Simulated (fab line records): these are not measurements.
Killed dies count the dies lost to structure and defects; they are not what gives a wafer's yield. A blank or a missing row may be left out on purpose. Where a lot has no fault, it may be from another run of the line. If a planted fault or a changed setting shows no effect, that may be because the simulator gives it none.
fab line records -- flow sky130
record lots=6, wafers=18, last-day=50
route steps=708 shown SONOS_TUNNEL@158 SONOS_ONO@168 PAD_OPEN@708
lots untouched by any fault: they come from a run of this same line in which no faults occurred
start-h: hours from the record's first day to the start of the lot's first wafer shown -- wait-h: hours since the lot's step before -- " unchanged from the row above -- L1.1+2: a single row standing in for several wafers -- - no value present, or no start provided -- * or withheld: withheld -- < > ~ a bound
route shown NAME@n: names a module that has steps shown in the file, with the first one's number in the route -- usual: mean/standard deviation taken from wafers without a fault -- same: alike in all rows -- chamber/n: place in a boat -- sites: per-site readings -- _std_site: the values' standard deviation -- _edge_site: mean of outer sites minus mean of inner sites -- radius-mm: how far each site lies from the wafer's centre -- mask NAME#n: copy n -- behind: tool/chamber where the wafer was last shaped -- hold: why the lot was held/for how many hours/how that ended -- device: names the non-switching transistor (n, p or np) -- end of line: the same wafers' tests at the end of the route -- a step given without rows: its recipe and nothing more -- killed: dies lost to structure and defects at the first sort, not the wafer's yield -- map: shows each die of a wafer: x if killed, . if not, _ if none is there
set.NAME: setting as actually run; set.NAME@STEP: the setting as run at that earlier step -- model.NAME: the simulator's own value behind a step, which no gauge read
lots seen at some steps along the route; tables by step, rows by wafer
services: a tool's chamber out of use, with start hour (start-h, from the record's first day; less than 0 if before it), hours out, and reason
## steps
# step SKY_SONOS_TUNNEL_EXPOSE_04
# recipe mask-id=TUNM, na=0.6, source-shape=conventional, sigma-outer=0.6, polarization=unpolarized, target-cd-nm=410, dose-mj=136
# step SKY_SONOS_TUNNEL_PEB_05
# recipe temp-c=withheld, time-s=*, resist=NOVOLAK
# step SKY_SONOS_TUNNEL_DEVELOP_06
# recipe resist=NOVOLAK, developer=TMAH, develop-time-s=60, dev-temp-c=23
# step SKY_SONOS_TUNNEL_CD_MEAS_07
# recipe target-cd-nm=410
# usual cd-nm=410.3/1.7
lot.wafer,tool,chamber,start-h,wait-h,cd-nm
L722.3,cd-sem-01,-,284.48,0.1,409.2
L722.5,cd-sem-01,-,284.48,0.1,408.4
L722.6,cd-sem-01,-,284.48,0.1,408.7
L724.2,cd-sem-01,-,299.69,0.1,404.0
L724.5,cd-sem-01,-,299.69,0.1,407.8
L724.6,cd-sem-01,-,299.69,0.1,406.3
L727.2,cd-sem-02,-,332.67,0.1,412.1
L727.3,cd-sem-02,-,332.67,0.1,410.8
L727.6,cd-sem-02,-,332.67,0.1,410.9
L728.1,cd-sem-02,-,334.20,0.1,409.0
L728.2,cd-sem-02,-,334.20,0.1,410.2
L728.3,cd-sem-02,-,334.20,0.1,407.1
L738.1,cd-sem-01,-,417.27,0.1,410.7
L738.4,cd-sem-01,-,417.27,0.1,410.3
L738.5,cd-sem-01,-,417.27,0.1,408.8
L739.1,cd-sem-02,-,421.72,0.1,409.8
L739.2,cd-sem-02,-,421.72,0.1,412.2
L739.3,cd-sem-02,-,421.72,0.1,409.7
# step SKY_SONOS_TUNNEL_OVL_MEAS_08
# usual SONOS_TUNNEL_OVL=-0.4/1.5
lot.wafer,tool,chamber,start-h,wait-h,SONOS_TUNNEL_OVL[nm]
L722.3,overlay-01,-,284.57,0.1,-2.2
L722.5,overlay-01,-,284.57,0.1,-1.7
L722.6,overlay-01,-,284.57,0.1,-2.5
L724.2,overlay-01,-,299.79,0.1,-4.4
L724.5,overlay-01,-,299.79,0.1,-1.7
L724.6,overlay-01,-,299.79,0.1,-3.1
L727.2,overlay-02,-,332.78,0.1,0.1
L727.3,overlay-02,-,332.78,0.1,-0.2
L727.6,overlay-02,-,332.78,0.1,-0.7
L728.1,overlay-02,-,334.32,0.1,1.3
L728.2,overlay-02,-,334.32,0.1,0.2
L728.3,overlay-02,-,334.32,0.1,0.8
L738.1,overlay-01,-,417.39,0.1,0.4
L738.4,overlay-01,-,417.39,0.1,-0.7
L738.5,overlay-01,-,417.39,0.1,-0.3
L739.1,overlay-01,-,421.84,0.1,-0.9
L739.2,overlay-01,-,421.84,0.1,-1.3
L739.3,overlay-01,-,421.84,0.1,0.0
# step SKY_SONOS_TUNNEL_IMPLANT_09
# recipe species=B, energy-kev=20, dose-cm2=9.902e+11, tilt-deg=withheld
# step SKY_SONOS_TUNNEL_WET_ETCH_10
# recipe chemistry=dHF, target-depth-nm=14, target=SiO2, dilution=100:1, temp-c=25, time-s=280
# step SKY_SONOS_TUNNEL_STRIP_11
# recipe chemistry=SPM, time-s=600, temp-c=130
# step SKY_SONOS_TUNNEL_TW_MEAS_12
# usual SONOS_TUNNEL_TW=198.3/1.6
lot.wafer,tool,chamber,start-h,wait-h,SONOS_TUNNEL_TW
L722.3,film-metro-04,-,285.13,0.0,199.0
L722.5,film-metro-04,-,285.13,0.0,199.4
L722.6,film-metro-04,-,285.13,0.0,200.2
L724.2,film-metro-03,-,300.25,0.0,195.2
L724.5,film-metro-03,-,300.25,0.0,196.2
L724.6,film-metro-03,-,300.25,0.0,196.7
L727.2,film-metro-02,-,333.40,0.0,198.5
L727.3,film-metro-02,-,333.40,0.0,199.4
L727.6,film-metro-02,-,333.40,0.0,199.2
L728.1,film-metro-02,-,334.94,0.0,199.5
L728.2,film-metro-02,-,334.94,0.0,198.5
L728.3,film-metro-02,-,334.94,0.0,200.2
L738.1,film-metro-02,-,418.01,0.0,199.2
L738.4,film-metro-02,-,418.01,0.0,199.4
L738.5,film-metro-02,-,418.01,0.0,199.0
L739.1,film-metro-03,-,422.29,0.0,195.3
L739.2,film-metro-03,-,422.29,0.0,196.1
L739.3,film-metro-03,-,422.29,0.0,195.6
# step SKY_SONOS_TUNNEL_CLEAN_13
# recipe chemistry=dHF, time-s=20, dilution=100:1, dry=ipa-marangoni
# step SKY_SONOS_ONO_OXIDATION_00
# recipe temp-c=800, ambient=O2, idle-temp-c=700, ramp-up-c-per-min=10, ramp-down-c-per-min=3, stabilise-s=600, purge-s=300, target-thk-a=26, ox-time-s=1249
# step SKY_SONOS_ONO_THK_MEAS_01
# recipe reads=SiO2_of_SONOS_ONO_OXIDATION_00
# usual SONOS_ONO_OXIDATION_THK=2.58/0.06
lot.wafer,tool,chamber,start-h,wait-h,SONOS_ONO_OXIDATION_THK[nm]
L722.3,film-metro-02,-,287.42,0.0,2.66
L722.5,film-metro-02,-,287.42,0.0,2.71
L722.6,film-metro-02,-,287.42,0.0,2.69
L724.2,film-metro-01,-,304.13,0.0,2.52
L724.5,film-metro-01,-,304.13,0.0,2.53
L724.6,film-metro-01,-,304.13,0.0,2.60
L727.2,film-metro-04,-,335.94,0.0,2.71
L727.3,film-metro-04,-,335.94,0.0,2.61
L727.6,film-metro-04,-,335.94,0.0,2.68
L728.1,film-metro-04,-,336.38,0.0,2.57
L728.2,film-metro-04,-,336.38,0.0,2.52
L728.3,film-metro-04,-,336.38,0.0,2.52
L738.1,film-metro-01,-,419.61,0.0,2.51
L738.4,film-metro-01,-,419.61,0.0,2.48
L738.5,film-metro-01,-,419.61,0.0,2.49
L739.1,film-metro-01,-,424.39,0.0,2.71
L739.2,film-metro-01,-,424.39,0.0,2.67
L739.3,film-metro-01,-,424.39,0.0,2.68
# step SKY_SONOS_ONO_CVD_02
# recipe material=Si3N4, precursor=DCS/NH3, target-thk-nm=10.5, temp-c=770, time-s=180, pressure-mtorr=250
lot.wafer,tool,chamber,start-h,wait-h,model.Si3N4_of_SONOS_ONO_CVD_02.thk-nm
L722.3,lpcvd-02,1,289.26,1.8,10.51
L722.5,lpcvd-02,1,289.26,1.8,10.44
L722.6,lpcvd-02,1,289.26,1.8,10.52
L724.2,lpcvd-02,1,304.62,0.5,10.61
L724.5,lpcvd-02,1,304.62,0.5,10.55
L724.6,lpcvd-02,1,304.62,0.5,10.56
L727.2,lpcvd-02,1,335.99,0.0,11.79
L727.3+6,lpcvd-02,1,335.99,0.0,11.76
L728.1,lpcvd-02,1,337.04,0.6,11.78
L728.2,lpcvd-02,1,337.04,0.6,11.63
L728.3,lpcvd-02,1,337.04,0.6,11.72
L738.1,lpcvd-02,1,419.67,0.1,10.57
L738.4,lpcvd-02,1,419.67,0.1,10.47
L738.5,lpcvd-02,1,419.67,0.1,10.66
L739.1,lpcvd-02,0,425.62,1.2,10.44
L739.2,lpcvd-02,0,425.62,1.2,10.39
L739.3,lpcvd-02,0,425.62,1.2,10.48
# step SKY_SONOS_ONO_THK_MEAS_03
# recipe reads=Si3N4_of_SONOS_ONO_CVD_02
# usual SONOS_ONO_CVD_02_THK=10.54/0.12
lot.wafer,tool,chamber,start-h,wait-h,SONOS_ONO_CVD_02_THK[nm]
L722.3,film-metro-02,-,290.33,0.0,10.46
L722.5,film-metro-02,-,290.33,0.0,10.39
L722.6,film-metro-02,-,290.33,0.0,10.48
L724.2,film-metro-01,-,305.68,0.0,10.59
L724.5,film-metro-01,-,305.68,0.0,10.52
L724.6,film-metro-01,-,305.68,0.0,10.54
L727.2,film-metro-04,-,337.05,0.0,11.73
L727.3,film-metro-04,-,337.05,0.0,11.79
L727.6,film-metro-04,-,337.05,0.0,11.74
L728.1,film-metro-01,-,338.09,0.0,11.79
L728.2,film-metro-01,-,338.09,0.0,11.62
L728.3,film-metro-01,-,338.09,0.0,11.77
L738.1,film-metro-01,-,420.72,0.0,10.57
L738.4,film-metro-01,-,420.72,0.0,10.44
L738.5,film-metro-01,-,420.72,0.0,10.60
L739.1,film-metro-01,-,426.67,0.0,10.44
L739.2,film-metro-01,-,426.67,0.0,10.38
L739.3,film-metro-01,-,426.67,0.0,10.46
# step SKY_SONOS_ONO_CVD_04
# recipe material=SiO2, precursor=SiH4/N2O, target-thk-nm=5.7199, temp-c=892.2, pressure-mtorr=400
# step SKY_PAD_OPEN_PROBE_99
# usual killed_at_M0_to_M3=43/7.7, killed_at_M4_up=3.0/1.7, killed-at-contacts=24/5.2, killed-at-front-end=15/4.5, killed-at-other=0.3/0.5, killed-dies=85/9.5, killed-open=47/6.6, killed-short=38/6.6
# same gross-dies=492, killed-at-back-side=0
lot.wafer,tool,chamber,start-h,wait-h,killed_at_M0_to_M3,killed_at_M4_up,killed-at-contacts,killed-at-front-end,killed-at-other,killed-dies,killed-open,killed-short,model.etest.sonos-uncharged.r-on-ohm-um,model.etest.cap-ono.gate-log10-a-cm2,model.etest.cap-ono.gate-bv-v,model.etest.cap-ono.tox-acc-nm,model.etest.sonos-programmed.vt-v,model.etest.sonos-erased.vt-v,model.etest.sonos-baked.vt-v,model.etest.sonos-baked.vt-less-v
L722.3,prober-01,-,1109.97,0.2,39,3,23,14,0,79,47,32,804.1,-7.343,15.45,12.4,1.683,-2.451,1.109,-0.5737
L722.5,prober-01,-,1110.07,0.2,47,2,18,19,0,86,55,31,805,-7.306,16.21,12.4,1.684,-2.403,1.136,-0.5478
L722.6,prober-01,-,1110.12,0.2,49,1,29,17,0,96,58,38,804.6,-7.341,15.62,12.35,1.696,-2.431,1.136,-0.5599
L724.2,prober-02,-,1112.62,0.1,44,7,29,18,1,99,55,44,789.2,-7.126,15.94,12.27,1.722,-2.434,1.18,-0.5423
L724.5,prober-02,-,1112.77,0.2,36,3,20,12,0,71,40,31,775.4,-6.873,15.77,12.06,1.757,-2.538,1.156,-0.6014
L724.6,prober-02,-,1112.82,0.2,46,6,24,27,0,103,49,54,787.3,-7.138,15.49,12.25,1.712,-2.472,1.125,-0.5868
L728.1,prober-01,-,1134.84,0.1,59,4,26,8,0,97,61,36,812.7,-7.889,16.43,12.88,1.472,-2.28,0.9959,-0.4761
L728.2,prober-01,-,1134.89,0.1,49,8,21,10,0,88,47,41,810.9,-7.932,16.46,12.86,1.476,-2.28,0.9796,-0.4964
L728.3,prober-01,-,1134.94,0.2,41,1,19,18,0,79,47,32,806.6,-7.897,16.58,12.81,1.397,-2.285,1.022,-0.3744
L727.2,prober-01,-,1135.19,0.1,34,4,23,14,0,75,42,33,822.9,-8.071,16.27,12.96,1.401,-2.152,0.9902,-0.4106
L727.3,prober-01,-,1135.24,0.2,33,4,28,23,0,88,58,30,828.7,-7.923,16.5,12.89,1.44,-2.26,1.01,-0.4294
L727.6,prober-01,-,1135.39,0.3,41,4,23,14,0,82,44,38,831.2,-8.12,17.02,13,1.442,-2.194,0.9844,-0.4575
L738.1,prober-02,-,1188.21,0.1,45,3,24,16,1,89,56,33,780.3,-6.95,15.4,12.12,1.763,-2.509,1.169,-0.5949
L738.4,prober-02,-,1188.36,0.2,56,4,29,20,0,109,63,46,788.4,-7.03,15.27,12.18,1.744,-2.532,1.165,-0.5792
L738.5,prober-02,-,1188.41,0.2,67,2,20,13,1,103,60,43,798.3,-7.157,15.94,12.26,1.734,-2.493,1.194,-0.5402
L739.1,prober-01,-,1193.04,0.1,38,6,26,15,0,85,42,43,811.5,-7.37,15.85,12.41,1.685,-2.398,1.11,-0.5745
L739.2,prober-01,-,1193.09,0.1,27,1,26,6,0,60,44,16,785.6,-7.249,15.99,12.33,1.654,-2.449,1.182,-0.4718
L739.3,prober-01,-,1193.14,0.2,38,4,23,10,0,75,42,33,796.6,-7.377,16.06,12.43,1.645,-2.457,1.187,-0.4588
# killed by level:class
L722.3 CONTACT:geometric-particle:open=13 VIA1:geometric-particle:open=10 VIA2:geometric-particle:open=8 VIA3:geometric-particle:short=6 POLY_GATE:geometric-particle:short=4 VIA1:geometric-particle:short=4 VIA3:geometric-particle:open=4 LI_CONTACT:geometric-particle:open=3
L722.5 LI_CONTACT:geometric-particle:open=9 VIA1:geometric-particle:open=9 VIA3:geometric-particle:open=8 CONTACT:geometric-particle:open=7 METAL1:geometric-particle:short=7 METAL2:geometric-particle:short=6 SPACER:geometric-particle:open=5 VIA2:geometric-particle:open=5
L722.6 VIA1:geometric-particle:open=17 CONTACT:geometric-particle:open=11 VIA2:geometric-particle:open=8 POLY_GATE:geometric-particle:open=6 LI_CONTACT:geometric-particle:open=6 METAL1:geometric-particle:short=5 VIA1:geometric-particle:short=5 FIELD_ISO:geometric-particle:short=4
L724.2 CONTACT:geometric-particle:open=15 VIA3:geometric-particle:open=8 VIA1:geometric-particle:open=8 VIA2:geometric-particle:open=6 POLY_GATE:geometric-particle:short=5 METAL4:geometric-particle:short=5 LOCAL_INTERCONNECT:geometric-particle:short=4 CONTACT:geometric-particle:short=4
L724.5 CONTACT:geometric-particle:open=11 VIA3:geometric-particle:open=8 VIA1:geometric-particle:open=7 VIA1:geometric-particle:short=5 FIELD_ISO:geometric-particle:open=4 LI_CONTACT:geometric-particle:short=3 CONTACT:geometric-particle:short=3 METAL2:geometric-particle:short=3
L724.6 VIA1:geometric-particle:open=11 FIELD_ISO:geometric-particle:short=10 LI_CONTACT:geometric-particle:open=9 POLY_GATE:geometric-particle:short=7 CONTACT:geometric-particle:open=7 METAL1:geometric-particle:short=6 VIA2:geometric-particle:open=6 VIA3:geometric-particle:open=6
L728.1 VIA1:geometric-particle:open=17 VIA2:geometric-particle:open=10 CONTACT:geometric-particle:open=9 LI_CONTACT:geometric-particle:open=7 VIA3:geometric-particle:open=7 METAL1:geometric-particle:short=5 LI_CONTACT:geometric-particle:short=5 VIA1:geometric-particle:short=5
L728.2 VIA1:geometric-particle:open=13 CONTACT:geometric-particle:open=8 VIA2:geometric-particle:open=8 METAL4:geometric-particle:short=6 METAL2:geometric-particle:short=6 LI_CONTACT:geometric-particle:open=5 CONTACT:geometric-particle:short=5 METAL1:geometric-particle:short=5
L728.3 CONTACT:geometric-particle:open=11 VIA1:geometric-particle:open=11 FIELD_ISO:geometric-particle:open=6 LI_CONTACT:geometric-particle:open=6 FIELD_ISO:geometric-particle:short=5 VIA1:geometric-particle:short=5 METAL2:geometric-particle:short=5 VIA2:geometric-particle:open=4
L727.2 LI_CONTACT:geometric-particle:open=8 CONTACT:geometric-particle:open=6 CONTACT:geometric-particle:short=6 VIA2:geometric-particle:short=6 VIA3:geometric-particle:open=6 POLY_GATE:geometric-particle:open=5 VIA1:geometric-particle:open=5 VIA2:geometric-particle:open=4
L727.3 LI_CONTACT:geometric-particle:open=14 VIA1:geometric-particle:open=10 CONTACT:geometric-particle:open=9 FIELD_ISO:geometric-particle:open=7 VIA2:geometric-particle:open=7 POLY_GATE:geometric-particle:short=6 POLY_GATE:geometric-particle:open=5 FIELD_ISO:geometric-particle:short=4
L727.6 VIA1:geometric-particle:open=14 METAL2:geometric-particle:short=8 LI_CONTACT:geometric-particle:short=5 LI_CONTACT:geometric-particle:open=5 CONTACT:geometric-particle:open=5 VIA3:geometric-particle:open=5 POLY_GATE:geometric-particle:open=4 CONTACT:geometric-particle:short=4
L738.1 VIA1:geometric-particle:open=11 VIA2:geometric-particle:open=10 CONTACT:geometric-particle:short=9 FIELD_ISO:geometric-particle:open=8 CONTACT:geometric-particle:open=8 LI_CONTACT:geometric-particle:open=5 VIA3:geometric-particle:open=5 FIELD_ISO:geometric-particle:short=4
L738.4 VIA1:geometric-particle:open=16 LI_CONTACT:geometric-particle:open=11 METAL2:geometric-particle:short=11 CONTACT:geometric-particle:open=10 FIELD_ISO:geometric-particle:open=7 METAL1:geometric-particle:short=7 VIA3:geometric-particle:open=7 FIELD_ISO:geometric-particle:short=5
L738.5 VIA1:geometric-particle:open=17 VIA2:geometric-particle:open=12 METAL2:geometric-particle:short=8 METAL1:geometric-particle:short=7 VIA1:geometric-particle:short=7 VIA3:geometric-particle:open=7 LI_CONTACT:geometric-particle:open=5 CONTACT:geometric-particle:open=5
L739.1 CONTACT:geometric-particle:open=11 VIA1:geometric-particle:open=9 METAL2:geometric-particle:short=7 LI_CONTACT:geometric-particle:open=6 FIELD_ISO:geometric-particle:open=5 VIA3:geometric-particle:open=5 METAL4:geometric-particle:short=5 METAL1:geometric-particle:short=4
L739.2 CONTACT:geometric-particle:open=11 LI_CONTACT:geometric-particle:open=9 VIA3:geometric-particle:open=8 VIA1:geometric-particle:open=6 LI_CONTACT:geometric-particle:short=4 VIA2:geometric-particle:short=4 POLY_GATE:geometric-particle:open=3 METAL3:geometric-particle:short=3
L739.3 VIA3:geometric-particle:open=10 VIA1:geometric-particle:open=7 LOCAL_INTERCONNECT:geometric-particle:short=6 METAL2:geometric-particle:short=6 LI_CONTACT:geometric-particle:open=5 CONTACT:geometric-particle:open=5 VIA1:geometric-particle:short=4 VIA2:geometric-particle:open=4
## services
tool,chamber,start-h,hours,kind
lpcvd-02,-,356.89,28.1,pm
## key
first-sign step=SKY_SONOS_ONO_THK_MEAS_03, reading=SONOS_ONO_CVD_02_THK, direction=up, sigmas=10, usual=10.54, struck=11.74
effect none on later readings
model-effect step=SKY_SONOS_ONO_CVD_02, value=Si3N4_of_SONOS_ONO_CVD_02.thk-nm, without=10.6, struck=11.74
model-effect step=SKY_PAD_OPEN_PROBE_99, value=etest.sonos-uncharged.r-on-ohm-um, without=798.4, struck=818.8
met-at SKY_SONOS_ONO_CVD_02
struck-wafers L727.2,L727.3,L727.6,L728.1,L728.2,L728.3
tester-left-out L727,L728
onset-between 304.62 335.99
fault kind=process-parameter-drift, tool=lpcvd-02, chamber=1, onset-h=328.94, steps=SKY_SONOS_ONO_CVD_02, channel=target-thk-nm, offset=1.1381, shape=step, end-h=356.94, acts-in=these-recipes-only, stated=10.5
# tester-left-out: of these lots the tester's yield and bins aren't shown, on N5 and GAA mostly nor the transistor test; their killed dies are dies lost to structure and defects alone, not to doping, threshold or leakage, so they don't give the yield
